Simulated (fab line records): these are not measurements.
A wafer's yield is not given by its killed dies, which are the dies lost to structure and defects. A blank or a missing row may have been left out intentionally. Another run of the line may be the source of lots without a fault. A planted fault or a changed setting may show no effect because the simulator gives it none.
2 desks, one fault || flow sky130 || what lay behind the numbers comes last; until then each desk has only its own

## FOR THE TOOL OWNER'S DESK: plasma-asher-01
The tool's own readings at SKY_GATE_OXIDE_STRIP_13 (strips in O2/N2): means of the sampled wafers that have a number, for each lot that ran on this tool. Any lot whose mean is over 4 standard deviations away from the usual mean is out of limits and marked OUT; that distance is given in the brackets.
Columns: A = drypump-motor-current-A at SKY_GATE_OXIDE_STRIP_13, usual 5.5 A; B = oes-product-au at SKY_GATE_OXIDE_STRIP_13, usual 0.715 a.u.; C = strip-time-to-endpoint-s at SKY_GATE_OXIDE_STRIP_13, usual 14.17 s
{"lot": "L130", "first seen here": "day 14 13:55", "A": 5.1, "B": 0.716, "C": 14.18}
{"lot": "L144", "first seen here": "day 20 09:04", "A": 5.4, "B": "0.945 (+56) OUT", "C": "-"}
{"lot": "L152", "first seen here": "day 22 12:43", "A": 5.4, "B": 0.720, "C": 14.19}
Finding of this desk: L144 out of limits; the first was L144 at day 20 09:04, on oes-product-au at SKY_GATE_OXIDE_STRIP_13. Within limits: L130, L152.

## THE METROLOGY DESK
Means of the sampled wafers that have a number, per lot and without regard to the tool the lot ran on: this is what the gauges read. Any lot whose mean is over 4 standard deviations away from the usual mean is out of limits and marked OUT; that distance is given in the brackets.
Columns: A = FIELD_ISO_OXIDATION_00_THK at SKY_FIELD_ISO_THK_MEAS_02, usual 12.08 nm; B = VT_ADJUST_LVTN_01_OVL at SKY_VT_ADJUST_LVTN_OVL_MEAS_18, usual 0.8 nm; C = LDD_N_OVL at SKY_LDD_N_OVL_MEAS_07, usual 0.2 nm
{"lot": "L130", "first seen here": "day 1 16:46", "A": 12.22, "B": -0.4, "C": -1.0}
{"lot": "L131", "first seen here": "day 1 21:38", "A": 12.23, "B": 0.8, "C": 1.8}
{"lot": "L132", "first seen here": "day 2 02:39", "A": 12.12, "B": 1.0, "C": -1.3}
{"lot": "L134", "first seen here": "day 2 12:57", "A": 11.91, "B": 3.1, "C": 1.0}
{"lot": "L135", "first seen here": "day 2 19:43", "A": 12.15, "B": 1.5, "C": 0.0}
{"lot": "L137", "first seen here": "day 3 03:49", "A": 12.37, "B": -0.7, "C": -1.0}
{"lot": "L136", "first seen here": "day 3 03:50", "A": 12.29, "B": 1.6, "C": -0.6}
{"lot": "L138", "first seen here": "day 3 10:35", "A": 12.40, "B": -1.7, "C": 0.8}
{"lot": "L139", "first seen here": "day 3 15:00", "A": 12.55, "B": 1.3, "C": 0.4}
{"lot": "L144", "first seen here": "day 4 15:13", "A": 11.38, "B": 0.4, "C": "-"}
{"lot": "L149", "first seen here": "day 5 18:19", "A": 11.86, "B": 0.7, "C": 1.8}
{"lot": "L150", "first seen here": "day 6 04:12", "A": 12.06, "B": 1.5, "C": 1.2}
{"lot": "L152", "first seen here": "day 6 11:02", "A": 11.95, "B": -0.7, "C": -0.4}
Finding of this desk: none of the 13 lots has anything out of limits.

## ALL TOGETHER
On L144, at day 20 09:04, an alarm was possible from the tool owner's desk.
From the metrology desk's view, nothing was out of limits.
The metrology desk holds a record of L144, inside its limits.
The lots listed all ran SKY_GATE_OXIDE_STRIP_13 on plasma-asher-01.

## WHAT THE SIMULATOR PUT IN
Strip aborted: plasma-asher-01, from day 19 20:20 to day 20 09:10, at SKY_GATE_OXIDE_STRIP_13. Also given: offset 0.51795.
Lots struck among those shown: L144.
Time in hours from fault onset to the first out-of-limits reading at each desk: the tool owner's desk, 13.
